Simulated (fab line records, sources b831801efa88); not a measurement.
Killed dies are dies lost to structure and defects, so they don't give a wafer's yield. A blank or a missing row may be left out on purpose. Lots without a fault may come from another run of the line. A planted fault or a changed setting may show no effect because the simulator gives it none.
Chamber matching | flow sky130 | SKY_VIA1_CMP_24 on cmp-02: 4 sister chambers
The step polishes, stops on SiO2, t overpolish 15 s, target thk 0 nm. 14 wafers are shown with their chamber, then 7 later ones without.

WAFERS WITH THEIR CHAMBER
wafer  | chamber | motor_current_A (A) | overpolish_run_s (s) | time_to_endpoint_s (s)
L803.1 | 3       | 10.7                | 14.999               | 64
L803.2 | 2       | 9.1                 | 15.008               | 63
L803.5 | 3       | 10.9                | 15.004               | 67
L804.1 | 3       | 11.4                | 15.013               | 66
L804.4 | 1       | 10.4                | 14.992               | 71
L804.5 | 1       | 9.9                 | 14.997               | 65
L805.1 | 3       | 11.3                | 15.002               | 69
L805.3 | 0       | 10.0                | 15.017               | 67
L805.5 | 3       | 11.0                | 15.000               | 70
L809.1 | 1       | 10.2                | 14.991               | 62
L809.4 | 0       | 9.6                 | 15.000               | 65
L809.5 | 2       | 9.1                 | 14.992               | 64
L817.2 | 1       | 10.7                | 14.989               | 59
L817.3 | 2       | 8.3                 | 14.998               | 65

SIGNATURES (means of the wafers above)
reading            | chamber 0 | chamber 1 | chamber 2 | chamber 3 | scatter within a chamber
motor_current_A    | 9.800     | 10.300    | 8.833     | 11.060    | 0.343
overpolish_run_s   | 15.00850  | 14.99225  | 14.99933  | 15.00360  | 0.0066
time_to_endpoint_s | 66.00     | 64.25     | 64.00     | 67.20     | 3.25
Rule: a wafer's distance from a chamber is the root of the sum, over the readings, of the square of ((its reading less the chamber's mean) divided by the reading's scatter). The wafer belongs to the nearest chamber; if the next one is less than 2 further off, it can't be placed. The scatter: the root of (the sum of the squares of (reading less its chamber's mean) over the shown wafers, divided by (wafers less chambers)).

WAFERS WITHOUT THEIR CHAMBER
wafer  | motor_current_A (A) | overpolish_run_s (s) | time_to_endpoint_s (s)
L817.6 | 10.1                | 14.998               | 64
L821.2 | 9.1                 | 15.005               | 70
L821.5 | 9.1                 | 15.010               | 63
L821.6 | 10.5                | 14.992               | 69
L826.1 | 9.0                 | 14.988               | 67
L826.2 | 10.2                | 15.019               | 67
L826.4 | 10.7                | 15.007               | 69

WHICH CHAMBER EACH WENT THROUGH
wafer  | from the rows above          | in truth
L817.6 | can't be placed: 1 or 0      | 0
L821.2 | can't be placed: 2 or 0      | 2
L821.5 | can't be placed: 2 or 0      | 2
L821.6 | can't be placed: 1 or 3 or 0 | 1
L826.1 | can't be placed: 2 or 0 or 1 | 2
L826.2 | can't be placed: 0 or 3      | 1
L826.4 | can't be placed: 3 or 0 or 1 | 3
Placed correctly: 0 of 7. Can't be placed from these rows: 7 (the true chamber is among the candidates in 6). Placed wrongly: 0.
